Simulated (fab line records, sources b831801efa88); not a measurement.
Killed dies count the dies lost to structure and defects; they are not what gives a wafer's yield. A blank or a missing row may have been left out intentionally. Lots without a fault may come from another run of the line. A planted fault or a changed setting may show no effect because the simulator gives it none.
Matching of chambers    flow gf180mcu    GF_V5_CMP_26 on cmp-01: 4 sister chambers
The step polishes, stops on SiO2, t overpolish 15 s, target thk 0 nm. 7 wafers are shown with their chamber, then 7 later ones without.

== WAFERS PAIRED WITH THEIR CHAMBERS ==
wafer   chamber  motor-current-A (A)  time-to-endpoint-s (s)
L888.4  0        10.9                 93
L894.6  3        11.8                 81
L897.1  0        11.7                 90
L897.2  1        9.7                  85
L897.6  3        11.7                 83
L901.1  1        10.0                 76
L901.2  2        11.3                 84

== WAFERS WITHOUT THEIR CHAMBER ==
wafer   motor-current-A (A)  time-to-endpoint-s (s)
L901.3  11.4                 79
L904.4  11.1                 91
L904.5  11.4                 84
L904.6  12.1                 85
L908.1  11.2                 93
L908.3  12.0                 81
L908.5  10.1                 82

== CHAMBER TAKEN BY EACH ==
wafer   from the rows above           in truth
L901.3  can't be placed: 3 or 2 or 0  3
L904.4  can't be placed: 0 or 2       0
L904.5  can't be placed: 2 or 3 or 0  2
L904.6  can't be placed: 3 or 2 or 0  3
L908.1  can't be placed: 0 or 2       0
L908.3  can't be placed: 3 or 2       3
L908.5  1                             1
Correct placement for 1 of the 7. Cannot be placed on the basis of these rows: 6; the candidates contain the true chamber in 6. Wrongly placed: 0.
How it was worked out, from the rows above alone: a wafer's distance from a chamber is the root of the sum, over the readings, of the square of ((its reading less the chamber's mean) divided by the reading's scatter). The wafer belongs to the nearest chamber; if the next one is less than 2 further off, it can't be placed. The mean given for a chamber averages the wafers shown for that chamber. The scatter: the root of (the sum of the squares of (reading less its chamber's mean) over the shown wafers, divided by (wafers less chambers)).
